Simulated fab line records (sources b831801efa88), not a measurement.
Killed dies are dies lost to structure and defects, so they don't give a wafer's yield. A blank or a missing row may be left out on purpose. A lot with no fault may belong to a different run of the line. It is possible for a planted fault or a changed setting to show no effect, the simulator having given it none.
Chamber matching | flow sky130 | SKY_VIA3_CMP_24 on cmp-01: 4 sister chambers
The step polishes, stops on SiO2, t overpolish 20 s, target thk 0 nm. 4 wafers are shown with their chamber, then 8 later ones without.

## WAFERS, EACH WITH ITS CHAMBER
wafer  | chamber | motor_current_A (A)
L203.4 | 1       | 9.9
L211.1 | 0       | 11.2
L211.6 | 3       | 10.0
L219.1 | 2       | 9.1

## WAFERS WHOSE CHAMBER IS MISSING
wafer  | motor_current_A (A)
L219.3 | 9.9
L219.6 | 11.4
L221.4 | 9.6
L221.5 | 10.1
L221.6 | 9.7
L222.3 | 9.5
L222.4 | 9.4
L222.6 | 9.2

## THE CHAMBER EACH PASSED THROUGH
wafer  | from the rows above          | in truth
L219.3 | can't be placed: 1 or 3      | 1
L219.6 | 0                            | 0
L221.4 | can't be placed: 1 or 3 or 2 | 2
L221.5 | can't be placed: 3 or 1      | 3
L221.6 | can't be placed: 1 or 3 or 2 | 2
L222.3 | can't be placed: 1 or 2 or 3 | 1
L222.4 | can't be placed: 2 or 1 or 3 | 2
L222.6 | 2                            | 2
2 of 8 placed correctly. Not placeable from these rows: 6 (in 6, the candidates include the true chamber). Wrongly placed: 0.
How it was worked out, from the rows above alone: a wafer's distance from a chamber is the root of the sum, over the readings, of the square of ((its reading less the chamber's mean) divided by the reading's scatter). The wafer belongs to the nearest chamber; if the next one is less than 2 further off, it can't be placed. Each chamber's mean is taken over the wafers shown for it. The scatter: with one shown wafer a chamber, the root of the mean of the squares of how far each hidden wafer lies from its nearest shown one.
